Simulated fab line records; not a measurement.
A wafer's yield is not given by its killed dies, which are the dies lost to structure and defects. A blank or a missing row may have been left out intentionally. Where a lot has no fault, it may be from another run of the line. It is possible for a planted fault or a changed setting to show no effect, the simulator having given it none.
Struck lot and sound lot, side by side / flow sky130 / 34 out of 708 route steps
Sound: the wafers L959.4, L959.5, L959.6. Struck: wafer L960.4. (L960.3, L960.6 of the same lot were not struck and are left out.) The cause comes at the end.
At each step with rows: each side's tool, then ch and its chambers, then its first start. Under that, the readings that differ: sound wafers / struck wafers / difference of the means / sigmas: that difference in standard deviations of wafers without a fault.
alike: same words and numbers on both sides, and readings whose means sit less than 2 such deviations apart. not compared: any withheld reading, any reading some wafer has no value for, any bound like >300 that may hide the same value, and any number with overlapping values for which the record gives no deviation.
Wherever a step has rows on one side only, a row that says differs or no value, or a row with sigmas, the two part there. Numbers that have no deviation but don't overlap get no sigmas and don't part them. A reading missing from all wafers of one side parts the sides only when that side holds two or more wafers.

first, 4 steps without rows for these wafers: SKY_METAL5_SOFTBAKE_10 (time 60 s); SKY_METAL5_EXPOSE_11 (exposes mask MM5, target cd 1600 nm); SKY_METAL5_PEB_12; SKY_METAL5_DEVELOP_13 (develop time 60 s).
SKY_METAL5_DESCUM_14: chemistry O2, time 11 s.
  sound on rie metal-03 ch 0,1, day 46 04:59; struck on rie metal-03 ch 0, day 47 06:47
  alike: drypump motor current A, oes product au
  not compared: rf hours counter h
then, 1 step without rows for these wafers: SKY_METAL5_METAL_ETCH_15 (etches the open film in Cl2/BCl3, stops on SiO2, target depth 1260 nm, time 252 s).
SKY_METAL5_STRIP_16: strips in O2/N2.
  sound on plasma asher-04 ch 0,1, day 46 05:16; struck on plasma asher-03 ch 0, day 47 07:04
reading=drypump motor current A (A); sound=5.1 5.1 5.4; struck=6.1; difference=+0.9; sigmas=+2
  alike: oes product au, strip time to endpoint s
  not compared: rf hours counter h
then, 3 steps without rows for these wafers: SKY_METAL5_STRIP_17 (strips in post etch residue remover, time 1200 s); SKY_METAL5_CLEAN_18 (cleans in IPA, time 180 s); SKY_METAL5_CLEAN_19 (cleans in O3/DIW).
SKY_PASSIVATION_CVD_00: deposits SiO2, target thk 90 nm.
  sound on pecvd-02 ch 0,1,2, day 46 05:50; struck on pecvd-02 ch 2, day 47 07:38
  alike: heater power w
SKY_PASSIVATION_THK_MEAS_01:
  sound on film metro-02, day 46 05:53; struck on film metro-03, day 47 07:40
  alike: PASSIVATION_CVD_00_THK
SKY_PASSIVATION_CVD_02: deposits Si3N4, target thk 540 nm.
  sound on pecvd-04 ch 0,1,2, day 46 06:01; struck on pecvd-04 ch 0, day 47 07:43
reading=model.Si3N4_of_PASSIVATION_CVD_02.thk nm (nm); sound=537.6 547 534.2; struck=582.5; difference=+42.9; sigmas=
  alike: heater power w
SKY_PASSIVATION_THK_MEAS_03:
  sound on film metro-03, day 46 06:10; struck on film metro-04, day 47 08:11
reading=PASSIVATION_CVD_02_THK (nm); sound=537 547 535; struck=582; difference=+42; sigmas=+7
  not compared: hold
then, 6 steps without rows for these wafers: SKY_PASSIVATION_HMDS_05 (prime time 60 s); SKY_PASSIVATION_COAT_06 (resist thk 3000 nm); SKY_PASSIVATION_SOFTBAKE_07; SKY_PASSIVATION_EXPOSE_08 (exposes mask NSM, target cd 3000 nm); SKY_PASSIVATION_PEB_09; SKY_PASSIVATION_DEVELOP_10 (develop time 60 s).
SKY_PASSIVATION_ETCH_11: etches the open film in CF4/O2, stops on AlCu, target depth 725 nm, time 161.1 s.
  sound on rie diel-02 ch 0,1,2, day 47 01:19; struck on rie diel-01 ch 3, day 48 03:43
reading=oes product au (a.u.); sound=0.983 0.981 0.975; struck=0.992; difference=+0.012; sigmas=+2
reading=model.PASSIVATION.feature depth nm (nm); sound=704.6 712.8 699.8; struck=722.8; difference=+17.1; sigmas=
reading=model.etch.depth nm (nm); sound=704.6 712.8 699.8; struck=722.8; difference=+17.1; sigmas=
  alike: drypump motor current A, throttle valve pct
  not compared: rf hours counter h
SKY_PASSIVATION_STRIP_12: strips in O2/N2.
  sound on plasma asher-01 ch 0,1, day 47 01:28; struck on plasma asher-03 ch 0, day 48 03:52
reading=drypump motor current A (A); sound=5.1 5.0 5.1; struck=6.1; difference=+1.0; sigmas=+3
  alike: oes product au, strip time to endpoint s
  not compared: rf hours counter h
then, 7 steps without rows for these wafers: SKY_PAD_OPEN_DEHYDRATE_00 (time 60 s); SKY_PAD_OPEN_HMDS_01 (prime time 60 s); SKY_PAD_OPEN_COAT_02 (resist thk 3000 nm); SKY_PAD_OPEN_SOFTBAKE_03; SKY_PAD_OPEN_EXPOSE_04 (exposes mask PDM, target cd 60000 nm); SKY_PAD_OPEN_PEB_05; SKY_PAD_OPEN_DEVELOP_06 (develop time 60 s).
SKY_PAD_OPEN_ETCH_07: etches the open film in CF4/O2, stops on AlCu, target depth 725 nm, time 161.1 s.
  sound on rie diel-03 ch 0,3, day 47 20:47; struck on rie diel-01 ch 0, day 48 21:29
reading=drypump motor current A (A); sound=6.7 6.7 6.4; struck=5.5; difference=-1.1; sigmas=-2
reading=oes product au (a.u.); sound=0.981 0.980 0.979; struck=0.999; difference=+0.019; sigmas=+3
reading=model.PAD_OPEN.feature depth nm (nm); sound=704.6 712.8 699.8; struck=718.9; difference=+13.2; sigmas=
reading=model.etch.depth nm (nm); sound=704.6 712.8 699.8; struck=718.9; difference=+13.2; sigmas=
  alike: throttle valve pct
  not compared: rf hours counter h
SKY_PAD_OPEN_STRIP_08: strips in O2/N2.
  sound on plasma asher-01 ch 0,1, day 47 20:55; struck on plasma asher-01 ch 1, day 48 21:37
reading=strip time to endpoint s (s); sound=37.20 37.23 37.18; struck=36.97; difference=-0.23; sigmas=-2
  alike: drypump motor current A, oes product au
  not compared: rf hours counter h
SKY_PAD_OPEN_STRIP_09: strips in post etch residue remover, time 1200 s.
  sound on wet bench-03 ch 3, day 47 20:59; struck on wet bench-02 ch 1, day 48 21:41
reading=model.Si3N4_of_PASSIVATION_CVD_02.thk nm (nm); sound=537.2 546.7 533.9; struck=582.2; difference=+42.9; sigmas=
  alike: bath heat duty pct
then, 1 step without rows for these wafers: SKY_PAD_OPEN_CLEAN_10 (cleans in IPA, time 180 s).
SKY_PAD_OPEN_PROBE_99:
  sound on prober-01, day 47 23:15; struck on prober-02, day 48 23:59
  alike: defect limited yield, killed_at_M0_to_M3, killed_at_M4_up, killed at contacts, killed at front end, killed at other, killed dies, killed open, killed short, sort_bin_3_pad_short, sort_bin_5_function, sort_bin_6_memory, sort n pass, sort yield pct

== WHERE THEY PART ==
Earliest at SKY_METAL5_STRIP_16; latest, in this record, at SKY_PAD_OPEN_STRIP_08. Later steps at which nothing parts them and some readings are alike: SKY_PAD_OPEN_STRIP_09, SKY_PAD_OPEN_PROBE_99.

WHY: the cause the simulator had injected
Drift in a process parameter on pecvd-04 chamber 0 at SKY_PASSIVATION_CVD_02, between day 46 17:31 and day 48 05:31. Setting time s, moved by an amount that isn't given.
